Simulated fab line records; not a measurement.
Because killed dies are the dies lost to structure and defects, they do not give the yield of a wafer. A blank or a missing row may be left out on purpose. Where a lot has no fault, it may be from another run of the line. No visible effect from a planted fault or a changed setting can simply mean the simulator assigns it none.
fab line records    flow sky130
[record] lots = 5  wafers = 27
route steps=708 shown FIELD_ISO@18 SONOS_ONO@180 LI_CONTACT@373 LOCAL_INTERCONNECT@400 METAL1@448 VIA2@507 METAL3@536 VIA3@593
start-h: the number of hours between the record's first day and the start of the first shown wafer of the lot    wait-h: how many hours have passed since the lot's step before this one    " repeats the value in the row above    L1.1+2: a row that stands for several wafers    - value missing, or start not given    * or withheld: withheld    < > ~ a bound
route shown NAME@n: NAME is a module with steps in the file, n the number in the route of the first one    usual: mean and standard deviation over wafers with no fault    same: alike in all rows    chamber/n: place in a boat    sites: the reading at each site    _std_site: how widely they spread, as a standard deviation    _edge_site: the outer-site mean with the inner-site mean subtracted    radius-mm: how far each site lies from the wafer's centre    mask NAME#n: copy n    behind: the tool/chamber that last shaped the wafer    hold: the reason the lot was held/the length of the hold in hours/how it ended    device: names the non-switching transistor (n, p or np)    end of line: tests run on the same wafers once the route is complete    a step without rows: its recipe alone    killed: at the first sort, the dies lost to defects and structure; wafer yield is something else    map: a wafer's dies, marking killed ones x, the rest . and places with no die _
set.NAME: the run value of the setting; set.NAME@STEP: its run value at that earlier step    model.NAME: the simulator's own value behind a step, which no gauge read
lots run with intentionally changed settings; tables by step, rows by wafer
[[steps]]
[step SKY_FIELD_ISO_ETCH_17]
[recipe] target-depth-a = 3420  mask-material = Si3N4  chemistry = HBr/Cl2/O2  target = Si  taper-deg = 5  icp-w = 600  bias-w = 150  pressure-mtorr = 15  HBr_flow_sccm = 150  Cl2_flow_sccm = 40  O2_flow_sccm = 6  time-s = 97.7
lot.wafer  tool       chamber  start-h  wait-h  set.time-s  model.etch.depth-nm  model.FIELD_ISO.feature-depth-nm  model.Si3N4_of_FIELD_ISO_CVD_03.thk-nm
L077.1     rie-si-02  0        46.04    0.1     97.7        -                    347.3                             148.6
L077.2     "          3        "        "       97.7        -                    343.3                             146.9
L077.3     "          1        "        "       97.7        349.1                349.1                             148.4
L077.4     "          0        "        "       97.7        348.6                348.6                             147.2
L077.5     "          3        "        "       97.7        340.1                340.1                             150.2
L077.6     "          1        "        "       97.7        -                    347.7                             147.8
L078.1     rie-si-01  0        50.64    0.1     75.56       262.8                262.8                             151.2
L078.2     "          2        "        "       97.7        342.4                342.4                             148.2
L078.3     "          1        "        "       97.7        -                    339.3                             147.8
L078.4     "          3        "        "       75.56       -                    264.1                             151.5
L078.5     "          0        "        "       97.7        -                    342.5                             147.8
L078.6     "          3        "        "       75.56       260.9                260.9                             152.1
L079.1     rie-si-02  3        55.31    0.1     42.58       148.4                148.4                             157.8
L079.2     "          1        "        "       42.58       151.2                151.2                             155.9
L079.3     "          2        "        "       97.7        339.2                339.2                             148.4
L079.4     "          1        "        "       97.7        348.5                348.5                             146.7
L079.5     "          2        "        "       97.7        338.7                338.7                             147.9
L079.6     "          3        "        "       42.58       149.7                149.7                             156.6
L080.1     rie-si-01  2        61.19    0.1     97.7        343.5                343.5                             148.4
L080.2     "          3        "        "       97.7        340.9                340.9                             149.9
L080.3     "          1        "        "       97.7        -                    341.4                             149.6
L080.4     "          0        "        "       97.7        345.5                345.5                             148.6
L080.5     "          3        "        "       97.7        -                    339.7                             148.6
L080.6     "          0        "        "       97.7        -                    345.3                             148.9
L084.1     rie-si-01  1        81.09    0.1     97.7        345.2                345.2                             150.9
L084.4     "          0        "        "       97.7        344.8                344.8                             150.8
L084.5     "          3        "        "       97.7        339.6                339.6                             152.4
[step SKY_SONOS_ONO_DEVELOP_12]
[recipe] develop-time-s = 60  dev-temp-c = 23
lot.wafer         tool            chamber  start-h  wait-h  set.develop-time-s
L077.1+2+3        litho-track-03  0        301.97   0.1     76.95
L077.4+5+6        "               0        "        "       60
L078.1+5+6        litho-track-03  0        312.37   0.1     49.39
L078.2+3+4        "               0        "        "       60
L079.1+2+3+4+5+6  litho-track-02  0        321.05   0.1     60
L080.1+4+6        litho-track-03  0        334.07   0.1     60
L080.2+3+5        "               0        "        "       25.79
L084.1+4+5        litho-track-04  0        359.99   0.1     60
[step SKY_SONOS_ONO_ETCH_15]
[recipe] target-depth-nm = 19.52  chemistry = CHF3/O2  source-w = 600  bias-w = 200  pressure-mtorr = 40  chf3-flow-sccm = 50  O2_flow_sccm = 5  time-s = 7.8
lot.wafer  tool         chamber  start-h  wait-h  set.develop-time-s@SONOS_ONO_DEVELOP_12  model.SONOS_ONO.cd-nm
L077.1     rie-diel-04  3        302.28   0.0     76.95                                    383.4
L077.2     "            0        "        "       76.95                                    384.5
L077.3     "            2        "        "       76.95                                    383.5
L077.4     "            1        "        "       60                                       406.2
L077.5     "            0        "        "       60                                       407.5
L077.6     "            1        "        "       60                                       405.8
L078.1     rie-diel-02  2        312.68   0.0     49.39                                    426.6
L078.2     "            0        "        "       60                                       409.6
L078.3     "            3        "        "       60                                       408.7
L078.4     "            1        "        "       60                                       409.8
L078.5     "            3        "        "       49.39                                    429.8
L078.6     "            2        "        "       49.39                                    427.4
L079.1     rie-diel-02  0        321.36   0.0     60                                       406.7
L079.2     "            1        "        "       60                                       405.5
L079.3     "            3        "        "       60                                       407.5
L079.4     "            2        "        "       60                                       407.7
L079.5     "            3        "        "       60                                       406.4
L079.6     "            0        "        "       60                                       409.8
L080.1     rie-diel-04  1        334.38   0.0     60                                       412.2
L080.2     "            2        "        "       25.79                                    503
L080.3     "            0        "        "       25.79                                    503.2
L080.4     "            3        "        "       60                                       410.1
L080.5     "            1        "        "       25.79                                    -
L080.6     "            0        "        "       60                                       408.7
L084.1     rie-diel-02  3        360.29   0.0     60                                       414.6
L084.4     "            1        "        "       60                                       414
L084.5     "            2        "        "       60                                       414.2
[step SKY_LI_CONTACT_DEVELOP_11]
[recipe] develop-time-s = 60  resist = KrF-thick  dev-temp-c = 21
lot.wafer   tool            chamber  start-h  wait-h  set.develop-time-s
L077.1+2+3  litho-track-03  0        -        -       34.55
L077.4+5+6  "               0        "        "       60
L078.1+2+3  litho-track-03  0        -        -       39.85
L078.4+5+6  "               0        "        "       60
L079.1+4+6  litho-track-03  0        -        -       83.34
L079.2+3+5  "               0        "        "       60
L080.1+4+6  litho-track-03  0        -        -       60
L080.2+3+5  "               0        "        "       42.13
L084.1+4+5  litho-track-03  0        -        -       60
[step SKY_LI_CONTACT_CD_MEAS_12]
[recipe] target-cd-nm = 170
[usual] cd-nm = 170.5/1.6
lot.wafer  tool       chamber  start-h  wait-h  set.develop-time-s@LI_CONTACT_DEVELOP_11  cd-nm
L077.1     cd-sem-01  -        702.57   -       34.55                                     159.9
L077.2     "          -        "        "       34.55                                     159.1
L077.3     "          -        "        "       34.55                                     160.1
L077.4     "          -        "        "       60                                        169.9
L077.5     "          -        "        "       60                                        170.3
L077.6     "          -        "        "       60                                        169.1
L078.1     cd-sem-02  -        712.82   -       39.85                                     164.1
L078.2     "          -        "        "       39.85                                     162.1
L078.3     "          -        "        "       39.85                                     162.8
L078.4     "          -        "        "       60                                        170.1
L078.5     "          -        "        "       60                                        171.8
L078.6     "          -        "        "       60                                        171.2
L079.1     cd-sem-02  -        723.77   -       83.34                                     175.7
L079.2     "          -        "        "       60                                        169.1
L079.3     "          -        "        "       60                                        169.3
L079.4     "          -        "        "       83.34                                     177.0
L079.5     "          -        "        "       60                                        169.2
L079.6     "          -        "        "       83.34                                     175.9
L080.1     cd-sem-02  -        735.42   -       60                                        170.5
L080.2     "          -        "        "       42.13                                     163.8
L080.3     "          -        "        "       42.13                                     162.2
L080.4     "          -        "        "       60                                        171.4
L080.5     "          -        "        "       42.13                                     164.5
L080.6     "          -        "        "       60                                        168.9
L084.1     cd-sem-01  -        763.72   -       60                                        169.2
L084.4     "          -        "        "       60                                        167.6
L084.5     "          -        "        "       60                                        168.5
[step SKY_LI_CONTACT_ETCH_14]
[recipe] chemistry = N2/H2  target = BARC  ion-energy-ev = 200  source-w = 500  bias-w = 100  pressure-mtorr = 30  n2-flow-sccm = 100  h2-flow-sccm = 200  stop-on = SiO2  time-s = 45.9  target-depth-a = 600
lot.wafer  tool         chamber  start-h  wait-h  set.develop-time-s@LI_CONTACT_DEVELOP_11  model.LI_CONTACT.cd-nm
L077.1     rie-diel-02  0        702.73   0.0     34.55                                     159.9
L077.2     "            2        "        "       34.55                                     159
L077.3     "            3        "        "       34.55                                     159.5
L077.4     "            1        "        "       60                                        168.9
L077.5     "            2        "        "       60                                        170
L077.6     "            1        "        "       60                                        168.4
L078.1     rie-diel-02  2        712.98   0.0     39.85                                     164.1
L078.2     "            0        "        "       39.85                                     162.1
L078.3     "            3        "        "       39.85                                     162.3
L078.4     "            1        "        "       60                                        169.4
L078.5     "            3        "        "       60                                        171.7
L078.6     "            0        "        "       60                                        171.6
L079.1     rie-diel-03  1        723.93   0.0     83.34                                     175.5
L079.2     "            0        "        "       60                                        169.1
L079.3     "            3        "        "       60                                        169.8
L079.4     "            3        "        "       83.34                                     177.7
L079.5     "            0        "        "       60                                        169.7
L079.6     "            1        "        "       83.34                                     175.7
L080.1     rie-diel-04  2        735.58   0.0     60                                        170.2
L080.2     "            1        "        "       42.13                                     164.5
L080.3     "            0        "        "       42.13                                     161.4
L080.4     "            3        "        "       60                                        172
L080.5     "            2        "        "       42.13                                     164.4
L080.6     "            1        "        "       60                                        169.3
L084.1     rie-diel-03  0        763.88   0.0     60                                        169.1
L084.4     "            0        "        "       60                                        167.2
L084.5     "            1        "        "       60                                        167.9
[step SKY_LOCAL_INTERCONNECT_ETCH_13]
[recipe] chemistry = N2/H2  target = BARC  ion-energy-ev = 200  bias-w = 100  pressure-mtorr = 30  n2-flow-sccm = 100  h2-flow-sccm = 200  icp-w = 500  stop-on = SiO2  time-s = 45.9  target-depth-a = 600
[usual] oes-product-au = 0.855/0.0047
lot.wafer  tool          chamber  start-h  wait-h  set.time-s  oes-product-au  model.KrF-thick_of_LOCAL_INTERCONNECT_COAT_06.thk-nm
L077.1     rie-metal-03  1        731.97   0.0     45.9        0.853           395
L077.2     "             0        "        "       45.9        0.853           393.3
L077.3     "             1        "        "       45.9        0.854           395.8
L077.4     "             0        "        "       45.9        0.852           393.2
L077.5     "             0        "        "       45.9        0.857           394
L077.6     "             1        "        "       45.9        0.854           396.5
L078.1     rie-metal-01  0        742.32   0.0     45.9        0.849           393.6
L078.2     "             1        "        "       60.89       0.813           376.5
L078.3     "             1        "        "       45.9        0.864           392.2
L078.4     "             0        "        "       45.9        0.857           390.7
L078.5     "             0        "        "       60.89       0.806           376.8
L078.6     "             1        "        "       60.89       0.802           378
L079.1     rie-metal-01  1        753.84   0.0     55.35       0.824           383.3
L079.2     "             0        "        "       45.9        0.846           390.7
L079.3     "             0        "        "       45.9        0.854           390.9
L079.4     "             1        "        "       45.9        0.852           391.2
L079.5     "             1        "        "       55.35       0.819           382.8
L079.6     "             0        "        "       55.35       0.819           382.3
L080.1     rie-metal-03  1        764.22   0.0     45.9        0.860           393.4
L080.2     "             0        "        "       23.29       1.009           414.7
L080.3     "             1        "        "       23.29       0.995           414.2
L080.4     "             0        "        "       23.29       1.013           412.3
L080.5     "             1        "        "       45.9        0.848           393.9
L080.6     "             0        "        "       45.9        0.859           393.9
L084.1     rie-metal-03  0        791.12   0.0     45.9        0.844           391.2
L084.4     "             1        "        "       45.9        0.864           390.9
L084.5     "             0        "        "       45.9        0.853           390.3
[step SKY_LOCAL_INTERCONNECT_METAL_ETCH_14]
[recipe] target-depth-nm = 110  stop-on = PSG  chemistry = Cl2/BCl3  target = TiN  resist-sidewall-deg = 88  pressure-mtorr = 10  icp-w = 900  bias-w = 48.5  Cl2_flow_sccm = 60  bcl3-flow-sccm = 30  time-s = 32.26
lot.wafer  tool          chamber  start-h  wait-h  set.time-s@LOCAL_INTERCONNECT_ETCH_13  model.KrF-thick_of_LOCAL_INTERCONNECT_COAT_06.thk-nm
L077.1     rie-metal-03  1        732.04   0.0     45.9                                   350.8
L077.2     "             0        "        "       45.9                                   347.4
L077.3+6   "             1        "        "       45.9                                   351.7
L077.4     "             0        "        "       45.9                                   347.1
L077.5     "             0        "        "       45.9                                   348.3
L078.1     rie-metal-01  0        742.39   0.0     45.9                                   348.2
L078.2     "             1        "        "       60.89                                  331.3
L078.3     "             1        "        "       45.9                                   346.7
L078.4     "             0        "        "       45.9                                   345.2
L078.5     "             0        "        "       60.89                                  331.1
L078.6     "             1        "        "       60.89                                  332.2
L079.1     rie-metal-01  1        753.90   0.0     55.35                                  338.4
L079.2     "             0        "        "       45.9                                   345.5
L079.3     "             0        "        "       45.9                                   345.7
L079.4     "             1        "        "       45.9                                   346.4
L079.5     "             1        "        "       55.35                                  337.9
L079.6     "             0        "        "       55.35                                  336.9
L080.1     rie-metal-03  1        764.29   0.0     45.9                                   349.4
L080.2     "             0        "        "       23.29                                  369.1
L080.3     "             1        "        "       23.29                                  369.8
L080.4     "             0        "        "       23.29                                  366.8
L080.5     "             1        "        "       45.9                                   350
L080.6     "             0        "        "       45.9                                   348.4
L084.1     rie-metal-03  0        791.19   0.0     45.9                                   344.9
L084.4     "             1        "        "       45.9                                   346.6
L084.5     "             0        "        "       45.9                                   344.5
[step SKY_LOCAL_INTERCONNECT_STRIP_15]
[recipe] chemistry = O2/N2  power-w = 1400  pressure-mtorr = 1500  platen-temp-c = withheld  o2-flow-sccm = 3000  n2-flow-sccm = 300  overash-fraction = 0.5
[usual] strip-time-to-endpoint-s = 4.710/0.019
lot.wafer  tool             chamber  start-h  wait-h  set.time-s@LOCAL_INTERCONNECT_ETCH_13  strip-time-to-endpoint-s
L077.1     plasma-asher-03  1        732.09   0.0     45.9                                   4.736
L077.2     "                0        "        "       45.9                                   4.720
L077.3     "                0        "        "       45.9                                   4.739
L077.4     "                1        "        "       45.9                                   4.701
L077.5     "                1        "        "       45.9                                   4.725
L077.6     "                0        "        "       45.9                                   4.742
L078.1     plasma-asher-01  1        742.44   0.0     45.9                                   4.714
L078.2     "                0        "        "       60.89                                  4.554
L078.3     "                0        "        "       45.9                                   4.686
L078.4     "                1        "        "       45.9                                   4.671
L078.5     "                1        "        "       60.89                                  4.553
L078.6     "                0        "        "       60.89                                  4.550
L079.1     plasma-asher-01  1        753.96   0.0     55.35                                  4.624
L079.2     "                0        "        "       45.9                                   4.679
L079.3     "                1        "        "       45.9                                   4.707
L079.4     "                0        "        "       45.9                                   4.711
L079.5     "                0        "        "       55.35                                  4.620
L079.6     "                1        "        "       55.35                                  4.596
L080.1     plasma-asher-03  0        764.34   0.0     45.9                                   4.730
L080.2     "                1        "        "       23.29                                  4.934
L080.3     "                0        "        "       23.29                                  4.933
L080.4     "                1        "        "       23.29                                  4.935
L080.5     "                1        "        "       45.9                                   4.735
L080.6     "                0        "        "       45.9                                   4.717
L084.1     plasma-asher-03  0        791.24   0.0     45.9                                   4.677
L084.4     "                1        "        "       45.9                                   4.692
L084.5     "                1        "        "       45.9                                   4.673
[step SKY_METAL1_DEVELOP_14]
[recipe] develop-time-s = 60  resist = KrF-thick  dev-temp-c = 21
lot.wafer         tool            chamber  start-h  wait-h  set.develop-time-s
L077.1+2+3+4+5+6  litho-track-03  0        -        -       60
L078.1+3+6        litho-track-02  0        -        -       81.16
L078.2+4+5        "               0        "        "       60
L079.1+4+5        litho-track-04  0        -        -       48.37
L079.2+3+6        "               0        "        "       60
L080.1+2+5        litho-track-03  0        -        -       95.56
L080.3+4+6        "               0        "        "       60
L084.1+4+5        litho-track-03  0        -        -       60
[step SKY_METAL1_CD_MEAS_15]
[recipe] target-cd-nm = 140
[usual] cd-nm = 140.1/1.3
lot.wafer  tool       chamber  start-h  wait-h  set.develop-time-s@METAL1_DEVELOP_14  cd-nm
L077.1     cd-sem-02  -        789.17   -       60                                    140.2
L077.2     "          -        "        "       60                                    141.8
L077.3     "          -        "        "       60                                    140.1
L077.4     "          -        "        "       60                                    141.3
L077.5     "          -        "        "       60                                    141.4
L077.6     "          -        "        "       60                                    141.3
L078.1     cd-sem-02  -        798.75   -       81.16                                 132.2
L078.2     "          -        "        "       60                                    140.3
L078.3     "          -        "        "       81.16                                 135.0
L078.4     "          -        "        "       60                                    139.3
L078.5     "          -        "        "       60                                    139.7
L078.6     "          -        "        "       81.16                                 134.0
L079.1     cd-sem-02  -        810.09   -       48.37                                 142.5
L079.2     "          -        "        "       60                                    138.0
L079.3     "          -        "        "       60                                    138.4
L079.4     "          -        "        "       48.37                                 142.5
L079.5     "          -        "        "       48.37                                 142.8
L079.6     "          -        "        "       60                                    138.4
L080.1     cd-sem-02  -        819.82   -       95.56                                 132.0
L080.2     "          -        "        "       95.56                                 -
L080.3     "          -        "        "       60                                    -
L080.4     "          -        "        "       60                                    -
L080.5     "          -        "        "       95.56                                 130.0
L080.6     "          -        "        "       60                                    140.1
L084.1     cd-sem-01  -        846.52   -       60                                    138.8
L084.4     "          -        "        "       60                                    138.8
L084.5     "          -        "        "       60                                    139.6
[step SKY_METAL1_DESCUM_17]
[recipe] chemistry = O2  source-power-w = 150  bias-power-w = 0  pressure-mtorr = 10  temp-c = 40  time-s = 8
lot.wafer  tool          chamber  start-h  wait-h  set.develop-time-s@METAL1_DEVELOP_14  model.METAL1.cd-nm
L077.1+3   rie-metal-04  1,0      789.33   0.0     60                                    140.1
L077.2     "             0        "        "       60                                    141.6
L077.4     "             1        "        "       60                                    141.3
L077.5     "             0        "        "       60                                    141.1
L077.6     "             1        "        "       60                                    141
L078.1     rie-metal-03  1        798.91   0.0     81.16                                 132.2
L078.2     "             0        "        "       60                                    141.3
L078.3     "             0        "        "       81.16                                 135.3
L078.4     "             1        "        "       60                                    139.5
L078.5     "             0        "        "       60                                    140.5
L078.6     "             1        "        "       81.16                                 134.2
L079.1+4   rie-metal-03  1        810.24   0.0     48.37                                 142.3
L079.2     "             0        "        "       60                                    138.1
L079.3     "             0        "        "       60                                    138.8
L079.5     "             0        "        "       48.37                                 143.2
L079.6     "             1        "        "       60                                    137.9
L080.1     rie-metal-03  0        819.98   0.0     95.56                                 132.2
L080.2     "             1        "        "       95.56                                 131.4
L080.3     "             1        "        "       60                                    139
L080.4     "             0        "        "       60                                    141
L080.5     "             0        "        "       95.56                                 130.1
L080.6     "             1        "        "       60                                    140.2
L084.1+4   rie-metal-01  0        846.68   0.0     60                                    139.4
L084.5     "             0        "        "       60                                    139.8
[step SKY_VIA2_HDPCVD_00]
[recipe] material = SiO2  target-thk-nm = 1180  sigma-open-frac = 0.3  time-s = 196.7  temp-c = 400  sih4-flow-sccm = 60  pressure-mtorr = 6
lot.wafer   tool       chamber  start-h  wait-h  set.time-s  model.SiO2_of_VIA2_HDPCVD_00.thk-nm
L077.1+6    hdpcvd-02  0,2      845.89   0.0     196.7       -
L077.2      "          1        "        "       283         -
L077.3      "          2        "        "       196.7       1202
L077.4      "          0        "        "       283         1717
L077.5      "          1        "        "       283         1699
L078.1      hdpcvd-02  1        855.34   0.0     196.7       1172
L078.2      "          2        "        "       196.7       1200
L078.3+4+5  "          0,1,0    "        "       196.7       -
L078.6      "          2        "        "       196.7       1188
L079.1      hdpcvd-01  2        866.54   0.0     196.7       1170
L079.2      "          1        "        "       308.1       1874
L079.3      "          0        "        "       196.7       1164
L079.4      "          1        "        "       196.7       1204
L079.5      "          0        "        "       308.1       1859
L079.6      "          2        "        "       308.1       1853
L080.1      hdpcvd-02  0        876.64   0.0     196.7       1172
L080.2      "          1        "        "       196.7       1157
L080.3+5+6  "          2,1,2    "        "       196.7       -
L080.4      "          0        "        "       196.7       1175
L084.1+4    hdpcvd-02  0,1      902.00   0.0     196.7       1186
L084.5      "          2        "        "       196.7       1183
[step SKY_VIA2_THK_MEAS_01]
[recipe] reads = SiO2_of_VIA2_HDPCVD_00
[usual] VIA2_HDPCVD_THK = 1182/12
lot.wafer  tool           chamber  start-h  wait-h  set.time-s@VIA2_HDPCVD_00  VIA2_HDPCVD_THK[nm]
L077.1     film-metro-01  -        846.01   0.1     196.7                      1206
L077.2     "              -        "        "       283                        1694
L077.3     "              -        "        "       196.7                      1201
L077.4     "              -        "        "       283                        1715
L077.5     "              -        "        "       283                        1697
L077.6     "              -        "        "       196.7                      1178
L078.1     film-metro-01  -        855.46   0.1     196.7                      1173
L078.2     "              -        "        "       196.7                      1201
L078.3     "              -        "        "       196.7                      1180
L078.4     "              -        "        "       196.7                      1183
L078.5     "              -        "        "       196.7                      1185
L078.6     "              -        "        "       196.7                      1189
L079.1     film-metro-04  -        866.66   0.1     196.7                      1169
L079.2     "              -        "        "       308.1                      1874
L079.3     "              -        "        "       196.7                      1164
L079.4     "              -        "        "       196.7                      1203
L079.5     "              -        "        "       308.1                      1858
L079.6     "              -        "        "       308.1                      1853
L080.1     film-metro-03  -        876.76   0.1     196.7                      1172
L080.2     "              -        "        "       196.7                      1157
L080.3     "              -        "        "       196.7                      1165
L080.4     "              -        "        "       196.7                      1175
L080.5     "              -        "        "       196.7                      1164
L080.6     "              -        "        "       196.7                      1180
L084.1     film-metro-04  -        902.12   0.1     196.7                      1185
L084.4     "              -        "        "       196.7                      1187
L084.5     "              -        "        "       196.7                      1183
[step SKY_METAL3_SPUTTER_04]
[recipe] material = TiN  target-thk-nm = 70  power-w = 6500  time-s = 58.3  chamber-pressure-pa = 0.4
lot.wafer  tool            chamber  start-h  wait-h  set.time-s  model.TiN_of_METAL3_SPUTTER_04.thk-nm
L077.1     pvd-sputter-02  -        874.48   0.0     74.51       89.95
L077.2     "               -        "        "       74.51       89.17
L077.3     "               -        "        "       58.3        69.26
L077.4     "               -        "        "       58.3        70.28
L077.5     "               -        "        "       58.3        70.43
L077.6     "               -        "        "       74.51       88.98
L078.1     pvd-sputter-01  -        884.13   0.0     58.3        70.6
L078.2     "               -        "        "       58.3        70.15
L078.3     "               -        "        "       42.62       51.74
L078.4     "               -        "        "       42.62       50.87
L078.5     "               -        "        "       42.62       52.26
L078.6     "               -        "        "       58.3        69.67
L079.1     pvd-sputter-01  -        894.30   0.0     58.3        68.93
L079.2     "               -        "        "       58.3        69.47
L079.3     "               -        "        "       58.3        69
L079.4     "               -        "        "       58.3        69.38
L079.5     "               -        "        "       58.3        68.51
L079.6     "               -        "        "       58.3        69.09
L080.1     pvd-sputter-03  -        905.06   0.0     58.3        69.96
L080.2     "               -        "        "       58.3        68.53
L080.3     "               -        "        "       49.39       59.33
L080.4     "               -        "        "       58.3        69.93
L080.5     "               -        "        "       49.39       58.35
L080.6     "               -        "        "       49.39       59.67
L084.1     pvd-sputter-02  -        929.54   0.0     58.3        70.83
L084.4     "               -        "        "       58.3        71.52
L084.5     "               -        "        "       58.3        70.81
[step SKY_VIA3_SPUTTER_20]
[recipe] material = TiN  target-thk-nm = 20  chamber-pressure-pa = 5  power-w = 4000  time-s = 80
lot.wafer  tool            chamber  start-h  wait-h  set.time-s  model.TiN_of_VIA3_SPUTTER_20.thk-nm
L077.1     pvd-sputter-01  -        953.56   0.0     102.9       25.73
L077.2     "               -        "        "       80          19.78
L077.3     "               -        "        "       80          19.72
L077.4     "               -        "        "       80          19.64
L077.5     "               -        "        "       102.9       25.48
L077.6     "               -        "        "       102.9       25.74
L078.1     pvd-sputter-04  -        961.07   0.0     50.26       12.43
L078.2     "               -        "        "       80          19.93
L078.3     "               -        "        "       80          19.8
L078.4     "               -        "        "       80          19.72
L078.5     "               -        "        "       50.26       12.38
L078.6     "               -        "        "       50.26       12.3
L079.1     pvd-sputter-04  -        970.47   0.0     41.94       10.28
L079.2     "               -        "        "       41.94       10.34
L079.3     "               -        "        "       41.94       10.22
L079.4+6   "               -        "        "       80          19.94
L079.5     "               -        "        "       80          19.74
L080.1     pvd-sputter-02  -        981.94   0.0     80          20.24
L080.2     "               -        "        "       80          19.8
L080.3     "               -        "        "       80          19.88
L080.4     "               -        "        "       80          19.84
L080.5     "               -        "        "       80          19.86
L080.6     "               -        "        "       80          20.27
L084.1     pvd-sputter-01  -        1005.57  0.0     80          19.97
L084.4     "               -        "        "       80          19.91
L084.5     "               -        "        "       80          19.99
[[key]]
[split] step = SKY_FIELD_ISO_ETCH_17  setting = time-s  stated = 97.7  by = wafer
[response] step = SKY_FIELD_ISO_ETCH_17  reading = model.etch.depth-nm  change = +3.42  per = 1%  r = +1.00
[response] step = SKY_FIELD_ISO_ETCH_17  reading = model.FIELD_ISO.feature-depth-nm  change = +3.42  per = 1%  r = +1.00
[response] step = SKY_FIELD_ISO_ETCH_17  reading = model.Si3N4_of_FIELD_ISO_CVD_03.thk-nm  change = -0.162  per = 1%  r = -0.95
[split] step = SKY_SONOS_ONO_DEVELOP_12  setting = develop-time-s  stated = 60  by = wafer
[response] step = SKY_SONOS_ONO_ETCH_15  reading = model.SONOS_ONO.cd-nm  change = -1.4  per = 1%  r = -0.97
[split] step = SKY_LI_CONTACT_DEVELOP_11  setting = develop-time-s  stated = 60  by = wafer
[response] step = SKY_LI_CONTACT_CD_MEAS_12  reading = cd-nm  change = +0.22  per = 1%  r = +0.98
[response] step = SKY_LI_CONTACT_ETCH_14  reading = model.LI_CONTACT.cd-nm  change = +0.216  per = 1%  r = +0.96
[split] step = SKY_LOCAL_INTERCONNECT_ETCH_13  setting = time-s  stated = 45.9  by = wafer
[response] step = SKY_LOCAL_INTERCONNECT_ETCH_13  reading = oes-product-au  change = -0.00245  per = 1%  r = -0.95
[response] step = SKY_LOCAL_INTERCONNECT_ETCH_13  reading = model.KrF-thick_of_LOCAL_INTERCONNECT_COAT_06.thk-nm  change = -0.42  per = 1%  r = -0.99
[response] step = SKY_LOCAL_INTERCONNECT_METAL_ETCH_14  reading = model.KrF-thick_of_LOCAL_INTERCONNECT_COAT_06.thk-nm  change = -0.412  per = 1%  r = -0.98
[response] step = SKY_LOCAL_INTERCONNECT_STRIP_15  reading = strip-time-to-endpoint-s  change = *  per = 1%  r = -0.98
[split] step = SKY_METAL1_DEVELOP_14  setting = develop-time-s  stated = 60  by = wafer
[response] step = SKY_METAL1_CD_MEAS_15  reading = cd-nm  change = -0.169  per = 1%  r = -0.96
[response] step = SKY_METAL1_DESCUM_17  reading = model.METAL1.cd-nm  change = -0.163  per = 1%  r = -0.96
[split] step = SKY_VIA2_HDPCVD_00  setting = time-s  stated = 196.7  by = wafer
[response] step = SKY_VIA2_HDPCVD_00  reading = model.SiO2_of_VIA2_HDPCVD_00.thk-nm  change = +11.9  per = 1%  r = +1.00
[response] step = SKY_VIA2_THK_MEAS_01  reading = VIA2_HDPCVD_THK  change = +11.9  per = 1%  r = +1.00
[split] step = SKY_METAL3_SPUTTER_04  setting = time-s  stated = 58.3  by = wafer
[response] step = SKY_METAL3_SPUTTER_04  reading = model.TiN_of_METAL3_SPUTTER_04.thk-nm  change = +0.691  per = 1%  r = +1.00
[split] step = SKY_VIA3_SPUTTER_20  setting = time-s  stated = 80  by = wafer
[response] step = SKY_VIA3_SPUTTER_20  reading = model.TiN_of_VIA3_SPUTTER_20.thk-nm  change = +0.202  per = 1%  r = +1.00
